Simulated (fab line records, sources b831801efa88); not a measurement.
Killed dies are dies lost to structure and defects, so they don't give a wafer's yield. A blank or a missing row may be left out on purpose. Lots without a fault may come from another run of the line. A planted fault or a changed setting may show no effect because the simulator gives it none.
Which tool did it? | flow sky130 | 12 lots, 36 wafers sampled, at 1 step of a route of 708

WHAT THE GAUGES READ, wafer by wafer
SKY_FIELD_ISO_THK_MEAS_02.
lot  | measured    | on            | FIELD_ISO_OXIDATION_00_THK (nm)
L075 | day 1 19:04 | film_metro-04 | 12.40 12.31 12.16
L077 | day 2 02:47 | film_metro-01 | 12.32 12.31 12.01
L079 | day 2 12:38 | film_metro-01 | 12.02 12.06 12.00
L081 | day 2 23:29 | film_metro-04 | 12.01 11.81 12.10
L083 | day 3 09:13 | film_metro-03 | 12.20 12.17 12.02
L085 | day 3 19:41 | film_metro-04 | 12.26 12.23 12.10
L087 | day 4 04:44 | film_metro-04 | 12.06 12.01 12.02
L089 | day 4 15:40 | film_metro-04 | 12.48 12.53 12.66
L091 | day 5 00:38 | film_metro-03 | 11.95 12.13 12.01
L093 | day 5 12:52 | film_metro-04 | 12.28 12.39 12.22
L095 | day 5 21:23 | film_metro-01 | 12.00 12.57 12.34
L097 | day 6 06:45 | film_metro-03 | 11.93 11.94 11.77

WHICH TOOL RAN EACH LOT (tool, then ch and the chambers of the sampled wafers, then the start)
The record holds no process step before these readings.

THE ANSWER, worked out from the rows above alone
Rule: what is usual is taken from the lots themselves. Put in order of their means at a reading, lots are off if they are a third of the lots or fewer, leave a main group of 4 or more, and stand apart from it by a gap of 3 or more times the standard deviation of the main group's means; of several such gaps the widest counts. A main group whose means are all the same, to the digits that the tables above print for the reading, isn't used. A lot without any number at a reading at which 4 lots or more have one is off too. The other lots that the step has rows for count as sound.
No lot is off at any reading shown: from this, nothing can be told.

WHAT THE SIMULATOR HAD PUT IN
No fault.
